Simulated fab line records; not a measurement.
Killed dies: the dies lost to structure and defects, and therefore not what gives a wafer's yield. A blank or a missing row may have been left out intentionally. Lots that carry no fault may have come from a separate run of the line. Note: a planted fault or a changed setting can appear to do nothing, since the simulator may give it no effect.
What tool caused it? + flow sky130 + Sampling: 12 lots, 36 wafers, 5 of 708 route steps

## WHAT THE GAUGES SHOWED, per wafer
SKY_FIELD_ISO_BOW_MEAS_00. Usual: INCOMING_BOW typically reads 0 um, with standard deviation 6.1.
| lot  | measured    | on           | INCOMING_BOW (um) | flag |
|------|-------------|--------------|-------------------|------|
| L333 | day 1 10:00 | filmMetro-02 | 8 -2 -4           |      |
| L340 | day 2 21:02 | filmMetro-02 | 3 -14 5           |      |
| L341 | day 3 02:00 | filmMetro-03 | 7 2 -5            |      |
| L343 | day 3 12:00 | filmMetro-03 | 8 -7 1            |      |
| L344 | day 3 17:00 | filmMetro-02 | 2 -1 7            |      |
| L345 | day 3 22:00 | filmMetro-01 | 1 1 0             |      |
| L347 | day 4 08:01 | filmMetro-01 | -3 4 -2           |      |
| L349 | day 4 18:01 | filmMetro-02 | 4 6 -11           |      |
| L350 | day 4 23:01 | filmMetro-02 | 0 9 0             |      |
| L351 | day 5 04:01 | filmMetro-02 | 12 -3 -7          |      |
| L352 | day 5 09:01 | filmMetro-02 | 5 5 -1            |      |
| L356 | day 6 05:00 | filmMetro-01 | -7 -4 7           |      |

SKY_FIELD_ISO_THK_MEAS_04. Usual: FIELD_ISO_CVD_03_THK typically reads 166.5 nm, with standard deviation 1.5.
| lot  | measured    | on           | FIELD_ISO_CVD_03_THK (nm) | flag |
|------|-------------|--------------|---------------------------|------|
| L333 | day 1 14:38 | filmMetro-02 | 167.7 166.0 166.6         |      |
| L340 | day 3 02:56 | filmMetro-02 | 168.6 169.6 166.9         |      |
| L341 | day 3 08:19 | filmMetro-02 | 168.6 166.6 167.7         |      |
| L343 | day 3 15:29 | filmMetro-03 | 166.2 165.4 165.0         |      |
| L344 | day 3 21:14 | filmMetro-01 | 165.3 166.2 165.0         |      |
| L345 | day 4 04:21 | filmMetro-02 | 166.4 166.0 165.9         |      |
| L347 | day 4 11:46 | filmMetro-01 | 168.1 167.9 169.0         |      |
| L349 | day 4 22:16 | filmMetro-01 | 165.0 164.8 166.4         |      |
| L350 | day 5 16:00 | filmMetro-03 | 169.7 170.0 169.4         |      |
| L351 | day 5 16:00 | filmMetro-02 | 165.5 167.4 167.1         |      |
| L352 | day 5 16:00 | filmMetro-01 | 167.2 166.4 166.6         |      |
| L356 | day 6 09:40 | filmMetro-02 | 168.1 167.3 166.3         |      |

SKY_VT_ADJUST_NCORE_OVL_MEAS_08. Usual: VT_ADJUST_NCORE_OVL typically reads -0.2 nm, with standard deviation 1.3.
| lot  | measured     | on         | VT_ADJUST_NCORE_OVL (nm) | flag |
|------|--------------|------------|--------------------------|------|
| L333 | day 8 14:47  | overlay-02 | 0.9 -0.3 1.0             |      |
| L340 | day 10 17:05 | overlay-02 | 2.0 1.6 0.1              |      |
| L341 | day 10 23:28 | overlay-02 | -0.1 0.6 0.4             |      |
| L343 | day 11 10:22 | overlay-01 | -1.5 -1.4 0.0            |      |
| L344 | day 11 19:13 | overlay-02 | -0.7 0.4 -1.1            |      |
| L345 | day 12 00:13 | overlay-02 | -0.6 -1.9 -1.1           |      |
| L347 | day 12 13:22 | overlay-01 | -147.6 -147.2 -146.8     | OFF  |
| L349 | day 13 08:19 | overlay-01 | -148.8 -149.1 -147.2     | OFF  |
| L350 | day 14 04:46 | overlay-01 | 0.9 -1.1 -2.1            |      |
| L351 | day 14 06:47 | overlay-02 | -147.4 -147.6 -146.3     | OFF  |
| L352 | day 14 09:29 | overlay-02 | -1.6 -2.2 -0.1           |      |
| L356 | day 15 10:50 | overlay-01 | 0.9 0.3 3.4              |      |

SKY_METAL1_RS_MEAS_05: uses a four-point probe to measure. Usual: METAL1_ALCU_RS typically reads 0.1265 ohm/sq, with standard deviation 0.0019.
| lot  | measured     | on           | METAL1_ALCU_RS (ohm/sq) | flag |
|------|--------------|--------------|-------------------------|------|
| L333 | day 31 12:32 | filmMetro-04 | 0.1263 0.1262 0.1251    |      |
| L340 | day 34 08:48 | filmMetro-02 | 0.1252 0.1262 0.1252    |      |
| L341 | day 34 09:55 | filmMetro-04 | 0.1260 0.1264 0.1253    |      |
| L343 | day 34 23:04 | filmMetro-04 | 0.1243 0.1243 0.1240    |      |
| L344 | day 35 09:18 | filmMetro-03 | 0.1311 0.1306 0.1317    |      |
| L345 | day 35 15:00 | filmMetro-04 | 0.1299 0.1277 0.1296    |      |
| L347 | day 36 08:29 | filmMetro-02 | 0.1269 0.1268 0.1257    |      |
| L349 | day 37 00:45 | filmMetro-04 | 0.1258 0.1277 0.1264    |      |
| L350 | day 38 00:02 | filmMetro-03 | 0.1272 0.1278 0.1260    |      |
| L351 | day 37 19:04 | filmMetro-04 | 0.1270 0.1278 0.1262    |      |
| L352 | day 38 00:22 | filmMetro-04 | 0.1253 0.1272 0.1269    |      |
| L356 | day 38 20:12 | filmMetro-02 | 0.1286 0.1264 0.1263    |      |

## TOOL THAT RAN EACH LOT (tool first, then ch and the chambers of the sampled wafers, then the start)
| lot  | SKY_VT_ADJUST_NCORE_EXPOSE_04      |
|------|------------------------------------|
| L333 | ilineStepper-01 ch 0, day 8 04:41  |
| L340 | ilineStepper-01 ch 0, day 10 06:37 |
| L341 | ilineStepper-02 ch 0, day 10 12:32 |
| L343 | ilineStepper-01 ch 0, day 10 22:26 |
| L344 | ilineStepper-01 ch 0, day 11 07:32 |
| L345 | ilineStepper-02 ch 0, day 11 12:29 |
| L347 | ilineStepper-01 ch 0, day 12 00:34 |
| L349 | ilineStepper-01 ch 0, day 12 20:05 |
| L350 | ilineStepper-02 ch 0, day 13 16:35 |
| L351 | ilineStepper-01 ch 0, day 13 18:38 |
| L352 | ilineStepper-02 ch 0, day 13 21:28 |
| L356 | ilineStepper-02 ch 0, day 14 23:00 |
- SKY_VT_ADJUST_NCORE_EXPOSE_04: exposes mask LVTN COMPLEMENT THIN, target cd 380 nm.

## WHAT THE TOOLS THEMSELVES READ (means of the sampled wafers that have a number; where no wafer has one, the mark that the record gives instead)
SKY_VT_ADJUST_NCORE_EXPOSE_04. Usual: 23.00 C for reticleTempC, sd 0.11.
| lot  | tool            | reticleTempC (C) | flag |
|------|-----------------|------------------|------|
| L333 | ilineStepper-01 | 23.05            |      |
| L340 | ilineStepper-01 | 23.06            |      |
| L341 | ilineStepper-02 | 23.07            |      |
| L343 | ilineStepper-01 | 23.10            |      |
| L344 | ilineStepper-01 | 22.94            |      |
| L345 | ilineStepper-02 | 23.06            |      |
| L347 | ilineStepper-01 | 22.96            |      |
| L349 | ilineStepper-01 | 23.11            |      |
| L350 | ilineStepper-02 | 23.08            |      |
| L351 | ilineStepper-01 | 22.93            |      |
| L352 | ilineStepper-02 | 22.92            |      |
| L356 | ilineStepper-02 | 22.98            |      |

## THE ANSWER, worked out from the rows above alone
Rule: take the mean of a lot's wafers that have a number; if it is more than 3 standard deviations from the usual mean, the lot is off. A lot without any number at a reading at which 4 lots or more have one is off too. The other lots that the step has rows for count as sound. The gauges are gone through in route order, then the tools' own readings, and for those a lot's mean is taken as printed above. The first step at which some lot is off is used, and at that step the reading that is off furthest; a lot without a number counts as furthest.
Off: at SKY_VT_ADJUST_NCORE_OVL_MEAS_08 (VT_ADJUST_NCORE_OVL), L347, L349, L351.
A tool fits if, at a process step before that reading, it ran every lot that is off, and no sound lot after the first of them. Gauges at SKY_VT_ADJUST_NCORE_OVL_MEAS_08: tried the same way as those tools. One fits: SKY_VT_ADJUST_NCORE_EXPOSE_04 on ilineStepper-01. A fault onset in the window from L344 (day 11 07:32, its last sound lot) to L347 (day 12 00:34, its first lot off) fits.

## WHAT WAS PUT IN BY THE SIMULATOR
Scanner matching overlay: ilineStepper-01, from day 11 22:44 on, at SKY_VT_ADJUST_NCORE_EXPOSE_04. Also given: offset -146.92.
Struck lots among those shown: L347, L349, L351. Same finding as the rule above.
